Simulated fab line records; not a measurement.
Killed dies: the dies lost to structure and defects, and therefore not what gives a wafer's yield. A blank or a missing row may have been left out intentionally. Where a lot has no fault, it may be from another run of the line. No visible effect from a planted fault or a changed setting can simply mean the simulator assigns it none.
fab line records ; flow sky130
record: lots: 12; wafers: 36; lastDay: 49
route steps=708 shown LDD_HVN@276 CAP2M@604 PAD_OPEN@707
lots that met no fault: taken from a fault-free run of the same line
startH: hours from the record's first day to the start of the lot's first wafer shown ; waitH: how many hours have passed since the lot's step before this one ; " as in the row above ; L1.1+2: a row that stands for several wafers ; - either no value or no given start ; * or withheld: withheld ; < > ~ a bound
route shown NAME@n: names a module that has steps shown in the file, with the first one's number in the route ; usual: mean/standard deviation of fault-free wafers ; same: alike in all rows ; chamber/n: place in a boat ; sites: per-site readings ; _std_site: standard deviation across them ; _edge_site: inner sites' mean taken away from outer sites' mean ; radiusMm: how far each site lies from the wafer's centre ; mask NAME#n: copy n ; behind: the tool/chamber that last shaped the wafer ; hold: cause of the lot's hold/its duration in hours/its outcome ; device: the transistor (n, p or np) that didn't switch ; end of line: the tests these same wafers got at the end of their route ; where a step has no rows: the recipe by itself ; killed: dies that structure and defects cost at the first sort, which is not the same as the wafer's yield ; map: a wafer's dies, x killed, . not, _ none there
set.NAME: the setting as run; set.NAME@STEP: as run at that earlier step ; model.NAME: the simulator's own value behind a step, which no gauge read
route steps across a sampled set of lots; one table per step, one row per wafer
services: the hour from which a tool's chamber was out of use, counted from the record's first day as startH (under 0 if before that day), plus the number of hours and why
== steps ==
step: SKY_LDD_HVN_STRIP_09
recipe: chemistry: O2/N2; powerW: 1400; pressureMtorr: 1500; platenTempC: withheld; o2FlowSccm: 3000; n2FlowSccm: 300; overashFraction: 0.5
usual: drypumpMotorCurrentA: 5.44/0.18; oesProductAu: 0.409/0.0047; stripTimeToEndpointS: 4.137/0.014
lot.wafer;tool;chamber;startH;waitH;drypumpMotorCurrentA;oesProductAu;rfHoursCounterH;stripTimeToEndpointS
L724.1;plasmaAsher-01;0;475.02;0.1;5.33;0.407;36;4.131
L724.2;plasmaAsher-01;1;475.02;0.1;5.32;0.414;36;4.127
L724.3;plasmaAsher-01;0;475.02;0.1;5.34;0.416;-;4.121
L725.1;plasmaAsher-03;0;494.95;0.1;5.23;0.404;6;4.123
L725.2;plasmaAsher-03;1;494.95;0.1;5.41;0.407;6;4.141
L725.3;plasmaAsher-03;0;494.95;0.1;5.30;0.411;-;4.143
L726.1;plasmaAsher-04;0;499.60;0.1;5.43;0.414;68;4.132
L726.3;plasmaAsher-04;0;499.60;0.1;5.45;0.409;-;4.148
L726.6;plasmaAsher-04;0;499.60;0.1;5.43;0.406;-;4.136
L728.2;plasmaAsher-04;0;523.12;0.1;5.43;0.408;70;4.169
L728.3;plasmaAsher-04;1;523.12;0.1;5.80;0.401;-;4.161
L728.4;plasmaAsher-04;0;523.12;0.1;5.43;0.398;-;4.160
L729.1;plasmaAsher-03;1;523.30;0.1;5.38;0.410;9;4.166
L729.3;plasmaAsher-03;0;523.30;0.1;5.27;0.405;-;4.141
L729.6;plasmaAsher-03;1;523.30;0.1;5.39;0.412;-;4.154
L731.2;plasmaAsher-04;1;545.87;0.1;5.80;0.406;72;4.139
L731.3;plasmaAsher-04;1;545.87;0.1;5.80;0.406;-;4.127
L731.4;plasmaAsher-04;0;545.87;0.1;5.41;0.405;-;4.158
L732.4;plasmaAsher-03;0;557.90;0.1;5.28;0.401;-;4.122
L732.5;plasmaAsher-03;1;557.90;0.1;5.39;0.411;-;4.141
L732.6;plasmaAsher-03;0;557.90;0.1;5.30;0.407;-;4.148
L733.3;plasmaAsher-03;1;558.95;0.1;5.37;0.413;-;4.139
L733.4;plasmaAsher-03;0;558.95;0.1;5.26;0.417;-;4.133
L733.5;plasmaAsher-03;0;558.95;0.1;5.27;0.407;-;4.150
L734.2;plasmaAsher-04;1;584.75;0.1;5.83;0.408;75;4.132
L734.3;plasmaAsher-04;0;584.75;0.1;5.40;0.404;-;4.137
L734.4;plasmaAsher-04;1;584.75;0.1;5.81;0.410;-;4.151
L737.1;plasmaAsher-03;0;597.42;0.1;5.26;0.411;17;4.123
L737.2;plasmaAsher-03;1;597.42;0.1;5.38;0.409;17;4.111
L737.4;plasmaAsher-03;0;597.42;0.1;5.26;0.408;-;4.110
L740.1;plasmaAsher-03;0;608.90;0.1;5.28;0.407;18;4.146
L740.2;plasmaAsher-03;1;608.90;0.1;5.38;0.409;18;4.137
L740.5;plasmaAsher-03;1;608.90;0.1;5.35;0.408;-;4.155
L742.1;plasmaAsher-03;1;627.72;0.1;5.36;0.405;20;4.146
L742.3;plasmaAsher-03;0;627.72;0.1;5.26;0.408;-;4.162
L742.5;plasmaAsher-03;0;627.72;0.1;5.22;0.407;-;4.120
step: SKY_CAP2M_THK_MEAS_01
recipe: reads: SiO2_of_CAP2M_CVD_00
usual: CAP2M_CVD_00_THK: 15.44/0.24
lot.wafer;tool;chamber;startH;waitH;CAP2M_CVD_00_THK[nm]
L724.1;filmMetro-03;-;939.22;-;15.09
L724.2;filmMetro-03;-;939.22;-;15.25
L724.3;filmMetro-03;-;939.22;-;15.20
L725.1;filmMetro-03;-;953.42;-;15.11
L725.2;filmMetro-03;-;953.42;-;15.42
L725.3;filmMetro-03;-;953.42;-;15.28
L726.1;filmMetro-02;-;957.34;-;15.06
L726.3;filmMetro-02;-;957.34;-;15.20
L726.6;filmMetro-02;-;957.34;-;15.19
L728.2;filmMetro-03;-;975.69;-;15.03
L728.3;filmMetro-03;-;975.69;-;14.98
L728.4;filmMetro-03;-;975.69;-;15.35
L729.1;filmMetro-03;-;976.95;-;15.44
L729.3;filmMetro-03;-;976.95;-;15.65
L729.6;filmMetro-03;-;976.95;-;15.62
L731.2;filmMetro-02;-;996.14;-;15.25
L731.3;filmMetro-02;-;996.14;-;15.16
L731.4;filmMetro-02;-;996.14;-;15.55
L732.4;filmMetro-01;-;1004.38;-;15.68
L732.5;filmMetro-01;-;1004.38;-;15.71
L732.6;filmMetro-01;-;1004.38;-;15.80
L733.3;filmMetro-03;-;1007.97;-;15.39
L733.4;filmMetro-03;-;1007.97;-;15.37
L733.5;filmMetro-03;-;1007.97;-;15.68
L734.2;filmMetro-03;-;1023.13;-;15.33
L734.3;filmMetro-03;-;1023.13;-;15.32
L734.4;filmMetro-03;-;1023.13;-;15.67
L737.1;filmMetro-01;-;1036.32;-;15.34
L737.2;filmMetro-01;-;1036.32;-;15.51
L737.4;filmMetro-01;-;1036.32;-;15.63
L740.1;filmMetro-02;-;1046.33;-;15.02
L740.2;filmMetro-02;-;1046.33;-;15.03
L740.5;filmMetro-02;-;1046.33;-;15.49
L742.1;filmMetro-02;-;1058.74;-;15.32
L742.3;filmMetro-02;-;1058.74;-;15.05
L742.5;filmMetro-02;-;1058.74;-;15.51
step: SKY_CAP2M_METAL_ETCH_13
recipe: targetDepthNm: 220; stopOn: SiO2; chemistry: Cl2/BCl3; target: TiN; pressureMtorr: 10; icpW: 900; biasW: 48.5; Cl2_flow_sccm: 60; bcl3FlowSccm: 30; timeS: 62.9
usual: drypumpMotorCurrentA: 5.8/0.62; mfcCl2Sccm: 59.96/0.19; oesProductAu: 0.941/0.0077; throttleValvePct: 21.902/0.01
lot.wafer;tool;chamber;startH;waitH;drypumpMotorCurrentA;mfcCl2Sccm;oesProductAu;rfHoursCounterH;throttleValvePct
L724.1;rieMetal-01;1;963.72;0.0;6.3;59.77;0.935;6;21.889
L724.2;rieMetal-01;0;963.72;0.0;6.5;59.92;0.941;18;21.898
L724.3;rieMetal-01;0;963.72;0.0;6.5;60.06;0.936;-;21.902
L725.1;rieMetal-01;1;977.90;0.0;6.3;59.78;0.935;7;21.908
L725.2;rieMetal-01;0;977.90;0.0;6.5;59.94;0.934;19;21.905
L725.3;rieMetal-01;0;977.90;0.0;6.5;59.87;0.943;-;21.898
L726.1;rieMetal-01;0;981.55;0.0;6.5;60.17;0.951;19;21.892
L726.3;rieMetal-01;1;981.55;0.0;6.2;59.98;0.937;-;21.891
L726.6;rieMetal-01;1;981.55;0.0;6.2;60.24;0.946;-;21.911
L728.2;rieMetal-03;0;999.42;0.0;6.3;59.99;0.940;7;21.917
L728.3;rieMetal-03;1;999.42;0.0;5.2;60.36;0.949;-;21.893
L728.4;rieMetal-03;0;999.42;0.0;6.4;60.14;0.928;-;21.907
L729.1;rieMetal-03;1;1000.67;0.0;5.1;60.29;0.933;8;21.901
L729.3;rieMetal-03;1;1000.67;0.0;5.1;60.10;0.949;-;21.917
L729.6;rieMetal-03;0;1000.67;0.0;6.3;59.70;0.935;-;21.897
L731.2;rieMetal-01;0;1018.80;0.0;6.5;59.78;0.953;21;21.909
L731.3;rieMetal-01;1;1018.80;0.0;6.3;60.04;0.942;-;21.920
L731.4;rieMetal-01;0;1018.80;0.0;6.6;59.93;0.936;-;21.914
L732.4;rieMetal-04;0;1027.43;0.0;5.1;59.73;0.943;-;21.884
L732.5;rieMetal-04;1;1027.43;0.0;5.1;59.95;0.936;-;21.913
L732.6;rieMetal-04;0;1027.43;0.0;5.1;59.72;0.946;-;21.916
L733.3;rieMetal-04;1;1030.23;0.0;5.1;59.86;0.942;-;21.894
L733.4;rieMetal-04;0;1030.23;0.0;5.1;59.81;0.953;-;21.903
L733.5;rieMetal-04;1;1030.23;0.0;5.1;59.58;0.948;-;21.887
L734.2;rieMetal-01;1;1045.15;0.0;6.2;59.88;0.939;10;21.882
L734.3;rieMetal-01;0;1045.15;0.0;6.5;60.09;0.937;-;21.906
L734.4;rieMetal-01;1;1045.15;0.0;6.3;59.92;0.940;-;21.902
L737.1;rieMetal-04;1;1056.65;0.0;5.1;60.19;0.950;15;21.888
L737.2;rieMetal-04;0;1056.65;0.0;5.1;59.87;0.941;13;21.907
L737.4;rieMetal-04;1;1056.65;0.0;5.1;60.16;0.944;-;21.901
L740.1;rieMetal-04;1;1067.85;0.0;5.1;59.84;0.946;16;21.905
L740.2;rieMetal-04;0;1067.85;0.0;5.1;59.94;0.942;14;21.889
L740.5;rieMetal-04;0;1067.85;0.0;5.1;59.92;0.951;-;21.912
L742.1;rieMetal-01;0;1080.77;0.0;6.5;59.94;0.927;24;21.914
L742.3;rieMetal-01;0;1080.77;0.0;6.5;59.95;0.920;-;21.917
L742.5;rieMetal-01;1;1080.77;0.0;6.2;59.92;0.920;-;21.913
step: SKY_PAD_OPEN_BOW_MEAS_13
recipe: mode: bow
usual: PAD_OPEN_BOW: 48/10
lot.wafer;tool;chamber;startH;waitH;PAD_OPEN_BOW[um]
L724.1;filmMetro-03;-;1082.93;-;41
L724.2;filmMetro-03;-;1082.93;-;47
L724.3;filmMetro-03;-;1082.93;-;29
L725.1;filmMetro-02;-;1095.73;-;61
L725.2;filmMetro-02;-;1095.73;-;56
L725.3;filmMetro-02;-;1095.73;-;49
L726.1;filmMetro-03;-;1099.31;-;43
L726.3;filmMetro-03;-;1099.31;-;44
L726.6;filmMetro-03;-;1099.31;-;54
L728.2;filmMetro-01;-;1113.73;-;51
L728.3;filmMetro-01;-;1113.73;-;57
L728.4;filmMetro-01;-;1113.73;-;63
L729.1;filmMetro-03;-;1115.71;-;36
L729.3;filmMetro-03;-;1115.71;-;39
L729.6;filmMetro-03;-;1115.71;-;33
L731.2;filmMetro-01;-;1132.95;-;47
L731.3;filmMetro-01;-;1132.95;-;57
L731.4;filmMetro-01;-;1132.95;-;54
L732.4;filmMetro-03;-;1139.02;-;63
L732.5;filmMetro-03;-;1139.02;-;45
L732.6;filmMetro-03;-;1139.02;-;41
L733.3;filmMetro-03;-;1141.30;-;38
L733.4;filmMetro-03;-;1141.30;-;38
L733.5;filmMetro-03;-;1141.30;-;47
L734.2;filmMetro-02;-;1155.28;-;57
L734.3;filmMetro-02;-;1155.28;-;54
L734.4;filmMetro-02;-;1155.28;-;61
L737.1;filmMetro-03;-;1165.66;-;43
L737.2;filmMetro-03;-;1165.66;-;44
L737.4;filmMetro-03;-;1165.66;-;43
L740.1;filmMetro-03;-;1175.20;-;29
L740.2;filmMetro-03;-;1175.20;-;35
L740.5;filmMetro-03;-;1175.20;-;49
L742.1;filmMetro-01;-;1183.43;-;49
L742.3;filmMetro-01;-;1183.43;-;58
L742.5;filmMetro-01;-;1183.43;-;60
step: SKY_PAD_OPEN_PROBE_99
usual: killed_at_M0_to_M3: 43/7.4; killed_at_M4_up: 3.3/2; killedAtContacts: 24/5.4; killedAtFrontEnd: 16/4.2; killedAtOther: 0.3/0.61; killedDies: 87/9.4; killedOpen: 47/7.3; killedShort: 40/6.7
same: grossDies: 492; killedAtBackSide: 0
lot.wafer;tool;chamber;startH;waitH;killed_at_M0_to_M3;killed_at_M4_up;killedAtContacts;killedAtFrontEnd;killedAtOther;killedDies;killedOpen;killedShort
L733.3;prober-01;-;1141.48;0.2;47;3;18;18;1;87;48;39
L733.4;prober-01;-;1141.53;0.2;42;3;29;22;0;96;48;48
L733.5;prober-01;-;1141.58;0.2;41;5;26;13;0;85;51;34
L740.1;prober-02;-;1175.32;0.1;41;5;19;50;0;115;46;39
L740.2;prober-02;-;1175.37;0.1;53;3;26;17;0;99;44;55
L740.5;prober-02;-;1175.52;0.2;46;1;27;11;0;85;42;42
L742.1;prober-01;-;1183.55;0.1;46;1;27;17;1;92;47;44
L742.3;prober-01;-;1183.65;0.2;45;4;24;40;0;113;44;42
L742.5;prober-01;-;1183.75;0.2;31;7;17;52;0;107;28;44
killed by level:class
L733.3 VIA1:geometricParticle:open=10 VIA1:geometricParticle:short=9 CONTACT:geometricParticle:open=7 VIA3:geometricParticle:open=6 POLY_GATE:geometricParticle:short=5 LI_CONTACT:geometricParticle:open=5 VIA2:geometricParticle:open=5 CONTACT:geometricParticle:short=4
L733.4 VIA1:geometricParticle:open=9 LI_CONTACT:geometricParticle:open=7 LOCAL_INTERCONNECT:geometricParticle:short=7 CONTACT:geometricParticle:short=7 METAL1:geometricParticle:short=7 VIA3:geometricParticle:open=6 POLY_GATE:geometricParticle:open=5 CONTACT:geometricParticle:open=5
L733.5 VIA1:geometricParticle:open=19 CONTACT:geometricParticle:open=11 LI_CONTACT:geometricParticle:open=10 METAL1:geometricParticle:short=6 POLY_GATE:geometricParticle:short=4 VIA3:geometricParticle:short=4 LI_CONTACT:geometricParticle:short=3 VIA2:geometricParticle:open=3
L740.1 LDD_HVN:unspecified=30 VIA1:geometricParticle:open=9 FIELD_ISO:geometricParticle:short=6 METAL2:geometricParticle:short=6 LOCAL_INTERCONNECT:geometricParticle:short=6 VIA3:geometricParticle:open=6 POLY_GATE:geometricParticle:open=5 CONTACT:geometricParticle:open=5
L740.2 CONTACT:geometricParticle:open=10 METAL2:geometricParticle:short=9 VIA2:geometricParticle:open=8 VIA1:geometricParticle:short=8 FIELD_ISO:geometricParticle:short=7 VIA1:geometricParticle:open=7 VIA3:geometricParticle:open=7 LOCAL_INTERCONNECT:geometricParticle:short=6
L740.5 VIA1:geometricParticle:open=11 LI_CONTACT:geometricParticle:open=9 METAL1:geometricParticle:short=7 CONTACT:geometricParticle:open=7 VIA1:geometricParticle:short=6 CONTACT:geometricParticle:short=5 METAL2:geometricParticle:short=5 LOCAL_INTERCONNECT:geometricParticle:short=4
L742.1 LI_CONTACT:geometricParticle:open=10 METAL1:geometricParticle:short=9 VIA1:geometricParticle:open=8 VIA2:geometricParticle:open=7 CONTACT:geometricParticle:open=7 LOCAL_INTERCONNECT:geometricParticle:short=5 VIA3:geometricParticle:open=5 FIELD_ISO:geometricParticle:short=4
L742.3 LDD_HVN:unspecified=27 VIA1:geometricParticle:open=12 VIA1:geometricParticle:short=9 LI_CONTACT:geometricParticle:open=8 CONTACT:geometricParticle:open=8 METAL2:geometricParticle:short=7 CONTACT:geometricParticle:short=5 VIA3:geometricParticle:open=4
L742.5 LDD_HVN:unspecified=35 METAL2:geometricParticle:short=9 VIA2:geometricParticle:open=7 METAL4:geometricParticle:short=7 CONTACT:geometricParticle:short=5 CONTACT:geometricParticle:open=5 FIELD_ISO:geometricParticle:short=4 METAL1:geometricParticle:short=4
== services ==
tool;chamber;startH;hours;kind
rieMetal-01;-;454.85;2.8;pm
plasmaAsher-04;-;524.63;2.8;pm
rieMetal-01;-;541.45;0.7;repair
rieMetal-04;-;554.21;1.4;pm
plasmaAsher-04;-;555.81;2.4;repair
plasmaAsher-04;-;562.71;0.5;repair
rieMetal-04;-;581.20;0.4;repair
rieMetal-03;1;601.25;6.6;repair
plasmaAsher-03;-;611.41;1.9;repair
rieMetal-01;1;655.11;18.4;repair
rieMetal-04;-;658.99;0.6;repair
plasmaAsher-04;-;669.09;1.5;repair
rieMetal-04;-;676.44;14.6;pm
plasmaAsher-03;-;719.11;4.5;repair
rieMetal-03;-;763.90;0.3;repair
rieMetal-04;-;770.84;1.5;repair
plasmaAsher-04;-;779.48;10.0;repair
rieMetal-01;-;823.82;0.6;repair
plasmaAsher-04;-;826.84;14.6;pm
rieMetal-04;-;872.41;2.8;pm
plasmaAsher-03;-;950.80;14.6;pm
rieMetal-01;-;985.22;1.4;pm
rieMetal-04;-;1025.21;0.5;repair
plasmaAsher-04;-;1055.25;9.0;pm
== key ==
firstSign: step: SKY_PAD_OPEN_PROBE_99; reading: killedAtFrontEnd; direction: up; sigmas: 7.3; usual: 16; struck: 47
effect: step: SKY_PAD_OPEN_PROBE_99; reading: killedDies; direction: up; sigmas: 2.6; usual: 87; struck: 112
metAt SKY_LDD_HVN_STRIP_09
struckLots L740,L742
struckWafers L740.1,L742.3,L742.5
testerLeftOut L740,L742
notActingAt SKY_CAP2M_THK_MEAS_01,SKY_CAP2M_METAL_ETCH_13,SKY_PAD_OPEN_BOW_MEAS_13
onsetBetween 597.42 608.90
fault: kind: chamberParticleSource; tool: plasmaAsher-03; chamber: 0; onsetH: 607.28; steps: SKY_LDD_HVN_STRIP_09; ratePerVisitCm2: 1.1513; endH: 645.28
testerLeftOut: of these lots the tester's yield and bins aren't shown, on N5 and GAA mostly nor the transistor test; their killed dies are dies lost to structure and defects alone, not to doping, threshold or leakage, so they don't give the yield
